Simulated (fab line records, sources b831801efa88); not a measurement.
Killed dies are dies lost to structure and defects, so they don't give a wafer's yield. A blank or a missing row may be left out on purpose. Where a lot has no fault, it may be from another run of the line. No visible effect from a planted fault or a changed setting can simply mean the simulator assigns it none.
2 desks looking at one fault | flow gf180mcu | what lay behind the numbers comes last; until then each desk has only its own

== METROLOGY DESK ==
Lot by lot, what the gauges showed, no matter which tool ran the lot: averages of those sampled wafers that carry a number. Marked OUT: a lot whose mean sits more than 4 standard deviations from the usual mean, which makes it out of limits; the brackets give that distance.
Columns: A = LVPWELL_OVL at GF_LVPWELL_OVL_MEAS_07, usual 0.1 nm
lot  | first seen here | A
L271 | day 3 22:29     | -0.8
L272 | day 4 01:33     | -0.8
L274 | day 4 13:47     | 0.0
L276 | day 5 01:12     | -1.2
L278 | day 5 10:35     | 2.3
L279 | day 5 18:48     | -0.1
L282 | day 6 16:49     | -0.3
L290 | day 8 10:25     | 0.5
L291 | day 8 13:13     | 0.8
L293 | day 9 01:16     | -0.4
L294 | day 9 04:40     | -1.6
This desk found nothing out of limits on any of the 11 lots.

== FOR THE TOOL OWNER'S DESK: cmp-01 ==
The tool's own readings at GF_STI_CMP_25 (polishes, stops on Si3N4, t overpolish 33 s, target thk 524.6 nm): means of the sampled wafers that have a number, for each lot that ran on this tool. Marked OUT: a lot whose mean sits more than 4 standard deviations from the usual mean, which makes it out of limits; the brackets give that distance.
Columns: A = edge_zone_pressure_frac at GF_STI_CMP_25, usual 1.001; B = head_pressure_psi at GF_STI_CMP_25, usual 3.999 psi; C = motor_current_A at GF_STI_CMP_25, usual 12.4 A; D = overpolish_run_s at GF_STI_CMP_25, usual 33.001 s; E = slurry_flow_ml_min at GF_STI_CMP_25, usual 150.1; F = time_to_endpoint_s at GF_STI_CMP_25, usual 124 s
lot  | first seen here | A     | B     | C    | D      | E     | F
L271 | day 2 05:47     | 1.003 | 3.998 | 11.4 | 33.002 | 150.2 | 123
L272 | day 2 09:04     | 0.998 | 3.994 | 12.7 | 33.018 | 150.3 | 122
L274 | day 2 19:17     | 0.998 | 3.994 | 11.7 | 33.001 | 150.0 | 125
L276 | day 3 06:53     | 0.999 | 4.002 | 13.6 | 32.992 | 150.2 | 122
L282 | day 4 15:34     | 1.001 | 4.005 | 12.0 | 33.008 | 149.9 | 128
L290 | day 6 07:50     | 1.001 | 3.994 | 12.3 | 32.998 | 150.4 | 124
L291 | day 6 12:02     | 1.000 | 4.005 | 12.4 | 33.001 | 150.3 | 127
L293 | day 6 21:04     | 0.993 | 4.003 | 12.8 | 33.002 | 150.0 | 124
L294 | day 7 02:03     | 0.995 | 4.006 | 12.1 | 33.002 | 149.7 | 121
This desk found nothing out of limits on any of the 9 lots.

== BROUGHT TOGETHER ==
From the metrology desk's view, nothing was out of limits.
The tool owner's desk saw nothing out of limits.

== WHAT HAD BEEN PUT IN BY THE SIMULATOR ==
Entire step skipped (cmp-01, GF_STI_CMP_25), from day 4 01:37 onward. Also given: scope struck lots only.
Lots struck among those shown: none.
